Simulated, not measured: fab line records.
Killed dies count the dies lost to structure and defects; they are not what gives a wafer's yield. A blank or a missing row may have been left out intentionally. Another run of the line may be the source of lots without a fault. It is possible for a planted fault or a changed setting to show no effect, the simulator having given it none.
Struck lot and sound lot, side by side	flow sky130	34 steps out of a route of 708
Sound: wafers L331.1, L331.2, L331.4. Struck: wafer L338.6 (left out: L338.3, L338.5 of the same lot, which were not struck); the cause appears at the end.
At each step with rows: each side's tool, then ch and its chambers, then its first start. Under that, the readings that differ: sound wafers	struck wafers	difference of the means	sigmas: that difference in standard deviations of wafers without a fault.
alike: words and numbers the same on both sides, and readings whose means are apart by under 2 such deviations; not compared: readings that were withheld, readings missing a value for some wafer, numbers with overlapping values and no deviation given by the record, and bounds like >300 which may hide the same value.
A row with sigmas, a row that says differs or no value, or rows on one side alone: a step with any of these is where the two part. When numbers do not overlap yet have no deviation, they are printed without sigmas and do not part them. A reading missing from all wafers of one side parts the sides only when that side holds two or more wafers.

first, 9 steps without rows for these wafers: SKY_METAL1_DEVELOP_14 (develop time 60 s); SKY_METAL1_DESCUM_17 (chemistry O2, time 8 s); SKY_METAL1_ETCH_18 (etches BARC in N2/H2, stops on SiO2, time 45.9 s, target depth 60 nm); SKY_METAL1_METAL_ETCH_19 (etches the open film in Cl2/BCl3, stops on SiO2, target depth 360 nm, time 78 s); SKY_METAL1_STRIP_20 (strips in O2/N2); SKY_METAL1_STRIP_21 (strips in post etch residue remover, time 1200 s); SKY_METAL1_CLEAN_22 (cleans in IPA, time 180 s); SKY_METAL1_CLEAN_23 (cleans in O3/DIW); SKY_VIA1_HDPCVD_00 (deposits SiO2, target thk 1030 nm, time 171.7 s).
SKY_VIA1_CMP_02: polishes SiO2.
  sound on cmp-02 ch 0,1,3, day 34 19:57; struck on cmp-01 ch 1, day 36 18:52
reading	sound	struck	difference	sigmas
model.SiO2_of_VIA1_HDPCVD_00.thk_nm (nm)	346.9 346.7 348	381.8	+34.6	
  alike: head_pressure_psi, motor_current_A
then, 9 steps without rows for these wafers: SKY_VIA1_DEHYDRATE_04 (time 60 s); SKY_VIA1_HMDS_05 (prime time 60 s); SKY_VIA1_COAT_06 (resist thk 60 nm); SKY_VIA1_COAT_07 (resist thk 450 nm); SKY_VIA1_SOFTBAKE_08 (time 90 s); SKY_VIA1_EXPOSE_09 (exposes mask VIM, target cd 150 nm); SKY_VIA1_PEB_10; SKY_VIA1_DEVELOP_11 (develop time 60 s); SKY_VIA1_ETCH_14 (etches BARC in N2/H2, stops on SiO2, time 45.9 s, target depth 60 nm).
SKY_VIA1_ETCH_15: etches SiO2 in C4F8/O2/Ar, stops on TiN, target depth 351 nm, time 54 s.
  sound on rie_diel-04 ch 0,2,3, day 35 22:10; struck on rie_diel-02 ch 3, day 37 20:55
reading	sound	struck	difference	sigmas
model.etch.depth_nm (nm)	346.9 346.7 348	350.5	+3.3	
model.VIA1.feature_depth_nm (nm)	346.9 346.7 348	350.5	+3.3	
  alike: oes_product_au
  not compared: rf_hours_counter_h
then, 12 steps without rows for these wafers: SKY_VIA1_STRIP_16 (strips in O2/N2); SKY_VIA1_STRIP_17 (strips in post etch residue remover, time 1200 s); SKY_VIA1_CLEAN_18 (cleans in IPA, time 180 s); SKY_VIA1_CLEAN_19 (cleans in O3/DIW); SKY_VIA1_SPUTTER_20 (material TiN, target thk 20 nm, time 80 s); SKY_VIA1_CVD_21 (deposits W, target thk 270 nm, time 80.902 s); SKY_VIA1_CMP_24 (polishes, stops on SiO2, t overpolish 15 s, target thk 0 nm); SKY_METAL2_SPUTTER_00 (material Ti, target thk 15 nm, time 10 s); SKY_METAL2_SPUTTER_01 (material TiN, target thk 20 nm, time 16.7 s); SKY_METAL2_SPUTTER_02 (material AlCu, target thk 250 nm, time 13.3 s); SKY_METAL2_SPUTTER_03 (material Ti, target thk 5 nm, time 3.3 s); SKY_METAL2_SPUTTER_04 (material TiN, target thk 70 nm, time 58.3 s).
SKY_METAL2_METAL_ETCH_19: etches the open film in Cl2/BCl3, stops on SiO2, target depth 360 nm, time 78 s.
  sound on rie_metal-01 ch 0,1, day 37 02:15; struck on rie_metal-01 ch 1, day 38 23:32
reading	sound	struck	difference	sigmas
model.SiO2_of_VIA1_HDPCVD_00.thk_nm (nm)	332.7 332.4 333.8	367.8	+34.8	
  alike: drypump_motor_current_A, oes_product_au, throttle_valve_pct
  not compared: rf_hours_counter_h
-- the record jumps here: 10 days lie between the struck wafers' starts before and after (it left off in module METAL2 and takes up again in module PAD_OPEN, whose first step shown is number 708 of the route) --
SKY_PAD_OPEN_PROBE_99:
  sound on prober-02 at day 47 06:35; struck on prober-02 at day 48 20:08
reading	sound	struck	difference	sigmas
defect_limited_yield (%)	81.3 84.8 81.7	36.0	-46.6	-25
killed_at_M0_to_M3	48 42 44	278	+233	+35
killed_dies	92 75 90	315	+229	+25
killed_on_rim	21 17 20	29	+10	+3
model.etest.tester.sort_n_pass	400 417 402	67	-339	
model.etest.tester.sort_bin_5_pct (%)	12.4 10.16 10.98	80.28	+69.10	
model.etest.tester.sort_yield_pct (%)	81.3 84.76 81.71	13.62	-68.97	
model.etest.diode_pdiff_nwell.under_floor	0 0 0	1	+1	
model.etest.res_poly.open	0 0 0	1	+1	
model.etest.sonos_uncharged.open	0 0 0	1	+1	
model.etest.diode_ndiff_pwell.under_floor	0 0 0	1	+1	
model.etest.res_xhigh_po.open	0 0 0	1	+1	
  alike: killed_at_M4_up, killed_at_contacts, killed_at_front_end, killed_at_other, killed_open, killed_short

== WHERE THEY PART ==
Within this record, at SKY_PAD_OPEN_PROBE_99 only.

WHY: the cause the simulator had injected
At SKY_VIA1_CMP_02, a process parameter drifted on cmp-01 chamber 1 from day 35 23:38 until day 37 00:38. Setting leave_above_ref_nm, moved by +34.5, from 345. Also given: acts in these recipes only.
